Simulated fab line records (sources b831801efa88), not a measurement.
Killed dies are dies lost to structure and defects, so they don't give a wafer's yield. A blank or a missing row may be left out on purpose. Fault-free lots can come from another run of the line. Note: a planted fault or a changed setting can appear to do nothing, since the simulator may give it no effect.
fab line records / flow gf180mcu / part 2 of 2: steps 29 to 36 of 36
record lots=5 wafers=15 last_day=34
route steps=602 shown M4@462 V4@476
lots that met no fault: from a run of the same line without faults
start_h: start of the lot's first displayed wafer, in hours after the record's first day / wait_h: how many hours have passed since the lot's step before this one / " unchanged from the row above / L1.1+2: a row that stands for several wafers / - value missing, or start not given / * or withheld: withheld / < > ~ a bound
route shown NAME@n: a module of which the file shows steps, and the number in the route of the first / usual: mean/standard deviation taken from wafers without a fault / same: alike in all rows / chamber/n: place in a boat / sites: the reading at each site / _std_site: their standard deviation / _edge_site: inner sites' mean taken away from outer sites' mean / radius_mm: for every site, how far away it sits from the centre of the wafer / mask NAME#n: copy n / behind: the most recent tool/chamber to have shaped the wafer / hold: why the lot went on hold/how many hours it stayed there/how the hold came to an end / device: the transistor (n, p or np) that didn't switch / end of line: tests run on the same wafers once the route is complete / for a step that has no rows: nothing shown but its recipe / killed: dies lost to structure and defects at the first sort, not the wafer's yield / map: per-die view of a wafer (x killed, . not killed, _ where there is no die)
set.NAME: the setting as run; set.NAME@STEP: as run at that earlier step / model.NAME: the simulator's own value behind a step, which no gauge read
lots at selected steps of the route; one table per step, one row per wafer
services: a tool's chamber out of use, with start hour (start_h, from the record's first day; less than 0 if before it), hours out, and reason
## steps
# step GF_V4_CD_MEAS_14
# recipe target_cd_nm=260
# usual cd_nm=260.4/1.2
lot.wafer=L083.3 tool=cd_sem-02 chamber=- start_h=633.98 wait_h=0.1 cd_nm=262.6
lot.wafer=L083.5 tool=cd_sem-02 chamber=- start_h=633.98 wait_h=0.1 cd_nm=262.4
lot.wafer=L083.6 tool=cd_sem-02 chamber=- start_h=633.98 wait_h=0.1 cd_nm=262.5
lot.wafer=L088.1 tool=cd_sem-02 chamber=- start_h=672.83 wait_h=0.1 cd_nm=260.1
lot.wafer=L088.2 tool=cd_sem-02 chamber=- start_h=672.83 wait_h=0.1 cd_nm=261.0
lot.wafer=L088.3 tool=cd_sem-02 chamber=- start_h=672.83 wait_h=0.1 cd_nm=260.6
lot.wafer=L094.1 tool=cd_sem-02 chamber=- start_h=714.87 wait_h=0.1 cd_nm=259.1
lot.wafer=L094.2 tool=cd_sem-02 chamber=- start_h=714.87 wait_h=0.1 cd_nm=258.6
lot.wafer=L094.4 tool=cd_sem-02 chamber=- start_h=714.87 wait_h=0.1 cd_nm=259.0
lot.wafer=L096.1 tool=cd_sem-02 chamber=- start_h=723.57 wait_h=0.1 cd_nm=260.0
lot.wafer=L096.3 tool=cd_sem-02 chamber=- start_h=723.57 wait_h=0.1 cd_nm=259.4
lot.wafer=L096.5 tool=cd_sem-02 chamber=- start_h=723.57 wait_h=0.1 cd_nm=259.4
lot.wafer=L095.1 tool=cd_sem-02 chamber=- start_h=724.27 wait_h=0.1 cd_nm=259.6
lot.wafer=L095.3 tool=cd_sem-02 chamber=- start_h=724.27 wait_h=0.1 cd_nm=260.3
lot.wafer=L095.6 tool=cd_sem-02 chamber=- start_h=724.27 wait_h=0.1 cd_nm=259.7
# step GF_V4_OVL_MEAS_15
# usual V4_OVL=4/5.3
lot.wafer=L083.3 tool=overlay-02 chamber=- start_h=634.07 wait_h=0.1 V4_OVL[nm]=11
lot.wafer=L083.5 tool=overlay-02 chamber=- start_h=634.07 wait_h=0.1 V4_OVL[nm]=6
lot.wafer=L083.6 tool=overlay-02 chamber=- start_h=634.07 wait_h=0.1 V4_OVL[nm]=5
lot.wafer=L088.1 tool=overlay-02 chamber=- start_h=672.95 wait_h=0.1 V4_OVL[nm]=6
lot.wafer=L088.2 tool=overlay-02 chamber=- start_h=672.95 wait_h=0.1 V4_OVL[nm]=12
lot.wafer=L088.3 tool=overlay-02 chamber=- start_h=672.95 wait_h=0.1 V4_OVL[nm]=5
lot.wafer=L094.1 tool=overlay-02 chamber=- start_h=714.99 wait_h=0.1 V4_OVL[nm]=11
lot.wafer=L094.2 tool=overlay-02 chamber=- start_h=714.99 wait_h=0.1 V4_OVL[nm]=7
lot.wafer=L094.4 tool=overlay-02 chamber=- start_h=714.99 wait_h=0.1 V4_OVL[nm]=10
lot.wafer=L096.1 tool=overlay-01 chamber=- start_h=723.69 wait_h=0.1 V4_OVL[nm]=-3
lot.wafer=L096.3 tool=overlay-01 chamber=- start_h=723.69 wait_h=0.1 V4_OVL[nm]=5
lot.wafer=L096.5 tool=overlay-01 chamber=- start_h=723.69 wait_h=0.1 V4_OVL[nm]=2
lot.wafer=L095.1 tool=overlay-01 chamber=- start_h=724.39 wait_h=0.1 V4_OVL[nm]=9
lot.wafer=L095.3 tool=overlay-01 chamber=- start_h=724.39 wait_h=0.1 V4_OVL[nm]=14
lot.wafer=L095.6 tool=overlay-01 chamber=- start_h=724.39 wait_h=0.1 V4_OVL[nm]=3
# step GF_V4_ETCH_16
# recipe chemistry=N2/H2 target_depth_a=withheld overetch_a=withheld time_s=withheld target=BARC ion_energy_ev=200 source_w=500 bias_w=100 pressure_mtorr=30 n2_flow_sccm=100 h2_flow_sccm=200
# usual bias_w=100.03/0.26 chamber_pressure_mTorr=30.003/0.028 drypump_motor_current_A=5.8/0.53 h2_flow_sccm=200.0/0.61 oes_product_au=0.854/0.0047 throttle_valve_pct=13.224/0.0095
lot.wafer=L083.3 tool=rie_diel-03 chamber=1 start_h=634.10 wait_h=0.0 bias_w=99.86 chamber_pressure_mTorr=30.024 drypump_motor_current_A=4.9 h2_flow_sccm=199.4 oes_product_au=0.845 throttle_valve_pct=13.221
lot.wafer=L083.5 tool=rie_diel-03 chamber=3 start_h=634.10 wait_h=0.0 bias_w=99.95 chamber_pressure_mTorr=30.011 drypump_motor_current_A=5.4 h2_flow_sccm=198.7 oes_product_au=0.857 throttle_valve_pct=13.215
lot.wafer=L083.6 tool=rie_diel-03 chamber=0 start_h=634.10 wait_h=0.0 bias_w=100.35 chamber_pressure_mTorr=30.031 drypump_motor_current_A=6.4 h2_flow_sccm=200.2 oes_product_au=0.859 throttle_valve_pct=13.242
lot.wafer=L088.1 tool=rie_diel-03 chamber=0 start_h=672.98 wait_h=0.0 bias_w=100.22 chamber_pressure_mTorr=29.982 drypump_motor_current_A=6.5 h2_flow_sccm=199.8 oes_product_au=0.853 throttle_valve_pct=13.230
lot.wafer=L088.2 tool=rie_diel-03 chamber=3 start_h=672.98 wait_h=0.0 bias_w=100.15 chamber_pressure_mTorr=29.941 drypump_motor_current_A=5.5 h2_flow_sccm=200.5 oes_product_au=0.852 throttle_valve_pct=13.218
lot.wafer=L088.3 tool=rie_diel-03 chamber=1 start_h=672.98 wait_h=0.0 bias_w=99.61 chamber_pressure_mTorr=30.029 drypump_motor_current_A=4.9 h2_flow_sccm=199.7 oes_product_au=0.848 throttle_valve_pct=13.241
lot.wafer=L094.1 tool=rie_diel-04 chamber=3 start_h=715.02 wait_h=0.0 bias_w=100.15 chamber_pressure_mTorr=29.996 drypump_motor_current_A=6.1 h2_flow_sccm=201.2 oes_product_au=0.860 throttle_valve_pct=13.229
lot.wafer=L094.2 tool=rie_diel-04 chamber=1 start_h=715.02 wait_h=0.0 bias_w=99.66 chamber_pressure_mTorr=29.973 drypump_motor_current_A=5.9 h2_flow_sccm=200.5 oes_product_au=0.864 throttle_valve_pct=13.226
lot.wafer=L094.4 tool=rie_diel-04 chamber=0 start_h=715.02 wait_h=0.0 bias_w=100.11 chamber_pressure_mTorr=30.019 drypump_motor_current_A=6.4 h2_flow_sccm=198.7 oes_product_au=0.858 throttle_valve_pct=13.228
lot.wafer=L096.1 tool=rie_diel-01 chamber=1 start_h=723.72 wait_h=0.0 bias_w=100.23 chamber_pressure_mTorr=30.030 drypump_motor_current_A=6.2 h2_flow_sccm=200.1 oes_product_au=0.864 throttle_valve_pct=13.221
lot.wafer=L096.3 tool=rie_diel-01 chamber=2 start_h=723.72 wait_h=0.0 bias_w=99.75 chamber_pressure_mTorr=29.978 drypump_motor_current_A=5.0 h2_flow_sccm=200.1 oes_product_au=0.846 throttle_valve_pct=13.236
lot.wafer=L096.5 tool=rie_diel-01 chamber=0 start_h=723.72 wait_h=0.0 bias_w=100.34 chamber_pressure_mTorr=29.996 drypump_motor_current_A=6.1 h2_flow_sccm=200.1 oes_product_au=0.851 throttle_valve_pct=13.233
lot.wafer=L095.1 tool=rie_diel-03 chamber=0 start_h=724.42 wait_h=0.0 bias_w=99.65 chamber_pressure_mTorr=30.040 drypump_motor_current_A=6.4 h2_flow_sccm=199.8 oes_product_au=0.848 throttle_valve_pct=13.225
lot.wafer=L095.3 tool=rie_diel-03 chamber=1 start_h=724.42 wait_h=0.0 bias_w=99.74 chamber_pressure_mTorr=30.042 drypump_motor_current_A=4.9 h2_flow_sccm=200.6 oes_product_au=0.858 throttle_valve_pct=13.230
lot.wafer=L095.6 tool=rie_diel-03 chamber=0 start_h=724.42 wait_h=0.0 bias_w=99.97 chamber_pressure_mTorr=29.970 drypump_motor_current_A=6.4 h2_flow_sccm=200.1 oes_product_au=0.854 throttle_valve_pct=13.207
# step GF_V4_ETCH_17
# recipe chemistry=C4F8/O2/Ar mask_material=KrF target=SiO2 stop_on=TiN source_w=1500 bias_w=1200 pressure_mtorr=40 c4f8_flow_sccm=withheld O2_flow_sccm=6 Ar_flow_sccm=300 time_s=withheld target_depth_a=6300
# usual bias_w=1200/3.2 chamber_pressure_mTorr=40.00/0.038 oes_product_au=0.856/0.0046
lot.wafer=L083.3 tool=rie_diel-03 chamber=1 start_h=- wait_h=- bias_w=1200 chamber_pressure_mTorr=39.99 oes_product_au=0.858
lot.wafer=L083.5 tool=rie_diel-03 chamber=3 start_h=- wait_h=- bias_w=1196 chamber_pressure_mTorr=39.96 oes_product_au=0.857
lot.wafer=L083.6 tool=rie_diel-03 chamber=0 start_h=- wait_h=- bias_w=1199 chamber_pressure_mTorr=39.93 oes_product_au=0.857
lot.wafer=L088.1 tool=rie_diel-03 chamber=0 start_h=- wait_h=- bias_w=1202 chamber_pressure_mTorr=39.99 oes_product_au=0.858
lot.wafer=L088.2 tool=rie_diel-03 chamber=3 start_h=- wait_h=- bias_w=1199 chamber_pressure_mTorr=39.97 oes_product_au=0.859
lot.wafer=L088.3 tool=rie_diel-03 chamber=1 start_h=- wait_h=- bias_w=1203 chamber_pressure_mTorr=40.01 oes_product_au=0.851
lot.wafer=L094.1 tool=rie_diel-04 chamber=3 start_h=- wait_h=- bias_w=1203 chamber_pressure_mTorr=40.02 oes_product_au=0.863
lot.wafer=L094.2 tool=rie_diel-04 chamber=1 start_h=- wait_h=- bias_w=1199 chamber_pressure_mTorr=40.03 oes_product_au=0.862
lot.wafer=L094.4 tool=rie_diel-04 chamber=0 start_h=- wait_h=- bias_w=1202 chamber_pressure_mTorr=40.02 oes_product_au=0.857
lot.wafer=L096.1 tool=rie_diel-01 chamber=1 start_h=- wait_h=- bias_w=1196 chamber_pressure_mTorr=40.02 oes_product_au=0.856
lot.wafer=L096.3 tool=rie_diel-01 chamber=2 start_h=- wait_h=- bias_w=1197 chamber_pressure_mTorr=40.00 oes_product_au=0.864
lot.wafer=L096.5 tool=rie_diel-01 chamber=0 start_h=- wait_h=- bias_w=1196 chamber_pressure_mTorr=40.04 oes_product_au=0.861
lot.wafer=L095.1 tool=rie_diel-03 chamber=0 start_h=- wait_h=- bias_w=1203 chamber_pressure_mTorr=40.05 oes_product_au=0.856
lot.wafer=L095.3 tool=rie_diel-03 chamber=1 start_h=- wait_h=- bias_w=1204 chamber_pressure_mTorr=40.03 oes_product_au=0.855
lot.wafer=L095.6 tool=rie_diel-03 chamber=0 start_h=- wait_h=- bias_w=1203 chamber_pressure_mTorr=40.03 oes_product_au=0.849
# step GF_V4_STRIP_18
# recipe chemistry=O2/N2 power_w=1400 pressure_mtorr=1500 platen_temp_c=250 o2_flow_sccm=3000 n2_flow_sccm=300 overash_fraction=0.5
# usual chamber_pressure_mTorr=1499.9/1.4 drypump_motor_current_A=5.8/0.45 heater_power_w=327/56 oes_product_au=0.592/0.0047 platen_temp_c=250.01/0.19
lot.wafer=L083.3 tool=plasma_asher-03 chamber=1 start_h=634.26 wait_h=- chamber_pressure_mTorr=1500.1 drypump_motor_current_A=6.1 heater_power_w=292 oes_product_au=0.589 platen_temp_c=250.14 rf_hours_counter_h=-
lot.wafer=L083.5 tool=plasma_asher-03 chamber=1 start_h=634.26 wait_h=- chamber_pressure_mTorr=1501.0 drypump_motor_current_A=6.1 heater_power_w=296 oes_product_au=0.591 platen_temp_c=249.70 rf_hours_counter_h=-
lot.wafer=L083.6 tool=plasma_asher-03 chamber=0 start_h=634.26 wait_h=- chamber_pressure_mTorr=1498.8 drypump_motor_current_A=5.0 heater_power_w=270 oes_product_au=0.591 platen_temp_c=249.74 rf_hours_counter_h=-
lot.wafer=L088.1 tool=plasma_asher-03 chamber=1 start_h=673.11 wait_h=- chamber_pressure_mTorr=1500.3 drypump_motor_current_A=6.1 heater_power_w=281 oes_product_au=0.588 platen_temp_c=249.87 rf_hours_counter_h=113
lot.wafer=L088.2 tool=plasma_asher-03 chamber=0 start_h=673.11 wait_h=- chamber_pressure_mTorr=1499.4 drypump_motor_current_A=5.0 heater_power_w=270 oes_product_au=0.592 platen_temp_c=249.78 rf_hours_counter_h=113
lot.wafer=L088.3 tool=plasma_asher-03 chamber=0 start_h=673.11 wait_h=- chamber_pressure_mTorr=1501.1 drypump_motor_current_A=5.0 heater_power_w=269 oes_product_au=0.595 platen_temp_c=250.13 rf_hours_counter_h=-
lot.wafer=L094.1 tool=plasma_asher-03 chamber=1 start_h=715.15 wait_h=- chamber_pressure_mTorr=1500.4 drypump_motor_current_A=6.1 heater_power_w=298 oes_product_au=0.603 platen_temp_c=250.04 rf_hours_counter_h=118
lot.wafer=L094.2 tool=plasma_asher-03 chamber=0 start_h=715.15 wait_h=- chamber_pressure_mTorr=1500.6 drypump_motor_current_A=5.0 heater_power_w=278 oes_product_au=0.595 platen_temp_c=249.90 rf_hours_counter_h=118
lot.wafer=L094.4 tool=plasma_asher-03 chamber=1 start_h=715.15 wait_h=- chamber_pressure_mTorr=1500.2 drypump_motor_current_A=6.1 heater_power_w=286 oes_product_au=0.592 platen_temp_c=249.72 rf_hours_counter_h=-
lot.wafer=L096.1 tool=plasma_asher-04 chamber=1 start_h=723.85 wait_h=- chamber_pressure_mTorr=1500.0 drypump_motor_current_A=6.2 heater_power_w=312 oes_product_au=0.594 platen_temp_c=250.10 rf_hours_counter_h=29
lot.wafer=L096.3 tool=plasma_asher-04 chamber=1 start_h=723.85 wait_h=- chamber_pressure_mTorr=1499.1 drypump_motor_current_A=6.2 heater_power_w=322 oes_product_au=0.592 platen_temp_c=250.12 rf_hours_counter_h=-
lot.wafer=L096.5 tool=plasma_asher-04 chamber=1 start_h=723.85 wait_h=- chamber_pressure_mTorr=1501.8 drypump_motor_current_A=6.1 heater_power_w=309 oes_product_au=0.590 platen_temp_c=249.74 rf_hours_counter_h=-
lot.wafer=L095.1 tool=plasma_asher-01 chamber=1 start_h=724.55 wait_h=- chamber_pressure_mTorr=1501.1 drypump_motor_current_A=5.7 heater_power_w=328 oes_product_au=0.589 platen_temp_c=250.36 rf_hours_counter_h=62
lot.wafer=L095.3 tool=plasma_asher-01 chamber=0 start_h=724.55 wait_h=- chamber_pressure_mTorr=1500.7 drypump_motor_current_A=6.2 heater_power_w=409 oes_product_au=0.588 platen_temp_c=250.07 rf_hours_counter_h=-
lot.wafer=L095.6 tool=plasma_asher-01 chamber=0 start_h=724.55 wait_h=- chamber_pressure_mTorr=1497.8 drypump_motor_current_A=6.2 heater_power_w=428 oes_product_au=0.603 platen_temp_c=250.18 rf_hours_counter_h=-
# step GF_V4_STRIP_19
# recipe chemistry=post_etch_residue_remover time_s=1200 temp_c=72.5
# same time_s=1200
lot.wafer=L083.3+5+6 tool=wet_bench-02 chamber=2 start_h=634.33 wait_h=0.0
lot.wafer=L088.1+2+3 tool=wet_bench-02 chamber=1 start_h=673.21 wait_h=0.1
lot.wafer=L094.1+2+4 tool=wet_bench-02 chamber=3 start_h=715.25 wait_h=0.1
lot.wafer=L096.1+3+5 tool=wet_bench-04 chamber=2 start_h=723.95 wait_h=0.1
lot.wafer=L095.1+3+6 tool=wet_bench-02 chamber=2 start_h=724.65 wait_h=0.1
# step GF_V4_CLEAN_20
# recipe chemistry=DIW dry=n2_spin
lot.wafer=L083.3+5+6 tool=wet_bench-03 chamber=1 start_h=634.70 wait_h=0.0
lot.wafer=L088.1+2+3 tool=wet_bench-03 chamber=3 start_h=673.55 wait_h=0.0
lot.wafer=L094.1+2+4 tool=wet_bench-03 chamber=3 start_h=715.59 wait_h=0.0
lot.wafer=L096.1+3+5 tool=wet_bench-03 chamber=2 start_h=724.29 wait_h=0.0
lot.wafer=L095.1+3+6 tool=wet_bench-04 chamber=2 start_h=724.99 wait_h=0.0
# step GF_V4_SPUTTER_21
# recipe material=Ti target_thk_nm=15 chamber_pressure_pa=5 power_w=2500 substrate_temp_c=200 time_s=80.02
# usual chamber_pressure_pa=5.001/0.01 throttle_valve_pct=30.5/0.56
# same time_s=80.02
lot.wafer=L083.3 tool=pvd_sputter-02 chamber=- start_h=634.79 wait_h=0.0 chamber_pressure_pa=4.991 throttle_valve_pct=30.5
lot.wafer=L083.5 tool=pvd_sputter-02 chamber=- start_h=634.79 wait_h=0.0 chamber_pressure_pa=5.000 throttle_valve_pct=29.8
lot.wafer=L083.6 tool=pvd_sputter-02 chamber=- start_h=634.79 wait_h=0.0 chamber_pressure_pa=5.004 throttle_valve_pct=30.6
lot.wafer=L088.1 tool=pvd_sputter-02 chamber=- start_h=673.64 wait_h=0.0 chamber_pressure_pa=5.016 throttle_valve_pct=29.8
lot.wafer=L088.2 tool=pvd_sputter-02 chamber=- start_h=673.64 wait_h=0.0 chamber_pressure_pa=5.008 throttle_valve_pct=29.6
lot.wafer=L088.3 tool=pvd_sputter-02 chamber=- start_h=673.64 wait_h=0.0 chamber_pressure_pa=5.003 throttle_valve_pct=30.7
lot.wafer=L094.1 tool=pvd_sputter-03 chamber=- start_h=715.68 wait_h=0.0 chamber_pressure_pa=4.987 throttle_valve_pct=30.2
lot.wafer=L094.2 tool=pvd_sputter-03 chamber=- start_h=715.68 wait_h=0.0 chamber_pressure_pa=4.972 throttle_valve_pct=31.1
lot.wafer=L094.4 tool=pvd_sputter-03 chamber=- start_h=715.68 wait_h=0.0 chamber_pressure_pa=5.007 throttle_valve_pct=29.8
lot.wafer=L096.1 tool=pvd_sputter-03 chamber=- start_h=724.38 wait_h=0.0 chamber_pressure_pa=5.000 throttle_valve_pct=30.7
lot.wafer=L096.3 tool=pvd_sputter-03 chamber=- start_h=724.38 wait_h=0.0 chamber_pressure_pa=4.994 throttle_valve_pct=30.1
lot.wafer=L096.5 tool=pvd_sputter-03 chamber=- start_h=724.38 wait_h=0.0 chamber_pressure_pa=5.002 throttle_valve_pct=31.1
lot.wafer=L095.1 tool=pvd_sputter-02 chamber=- start_h=725.08 wait_h=0.0 chamber_pressure_pa=5.003 throttle_valve_pct=29.7
lot.wafer=L095.3 tool=pvd_sputter-02 chamber=- start_h=725.08 wait_h=0.0 chamber_pressure_pa=5.001 throttle_valve_pct=30.1
lot.wafer=L095.6 tool=pvd_sputter-02 chamber=- start_h=725.08 wait_h=0.0 chamber_pressure_pa=4.994 throttle_valve_pct=30.6
## services
tool=rie_metal-01 chamber=0 start_h=577.56 hours=44.1 kind=repair
tool=plasma_asher-02 chamber=- start_h=590.57 hours=1.1 kind=repair
tool=krf_scanner-02 chamber=- start_h=596.18 hours=1.3 kind=pm
tool=krf_scanner-02 chamber=- start_h=602.55 hours=1.0 kind=pm
tool=krf_scanner-02 chamber=- start_h=603.55 hours=4.4 kind=pm
tool=pvd_sputter-02 chamber=- start_h=612.46 hours=3.1 kind=repair
tool=plasma_asher-02 chamber=- start_h=612.92 hours=2.3 kind=repair
tool=krf_scanner-02 chamber=- start_h=616.81 hours=0.3 kind=repair
tool=krf_scanner-01 chamber=- start_h=625.52 hours=0.8 kind=repair
tool=krf_scanner-02 chamber=- start_h=638.40 hours=5.3 kind=repair
tool=krf_scanner-02 chamber=- start_h=646.77 hours=3.6 kind=pm
tool=krf_scanner-02 chamber=- start_h=658.13 hours=0.5 kind=repair
tool=cmp-02 chamber=- start_h=660.31 hours=6.0 kind=pm
tool=krf_scanner-01 chamber=- start_h=664.59 hours=1.0 kind=pm
tool=plasma_asher-03 chamber=- start_h=673.94 hours=6.9 kind=repair
tool=cmp-02 chamber=- start_h=678.19 hours=0.5 kind=repair
tool=krf_scanner-01 chamber=- start_h=686.47 hours=0.8 kind=pm
tool=rie_metal-01 chamber=1 start_h=688.28 hours=6.8 kind=repair
tool=wet_bench-02 chamber=- start_h=692.96 hours=6.6 kind=repair
tool=plasma_asher-03 chamber=- start_h=701.39 hours=3.7 kind=repair
tool=cmp-02 chamber=- start_h=703.38 hours=1.0 kind=repair
tool=krf_scanner-01 chamber=- start_h=707.06 hours=1.3 kind=pm
tool=plasma_asher-02 chamber=- start_h=717.12 hours=2.8 kind=pm
tool=krf_scanner-02 chamber=- start_h=717.14 hours=4.4 kind=pm
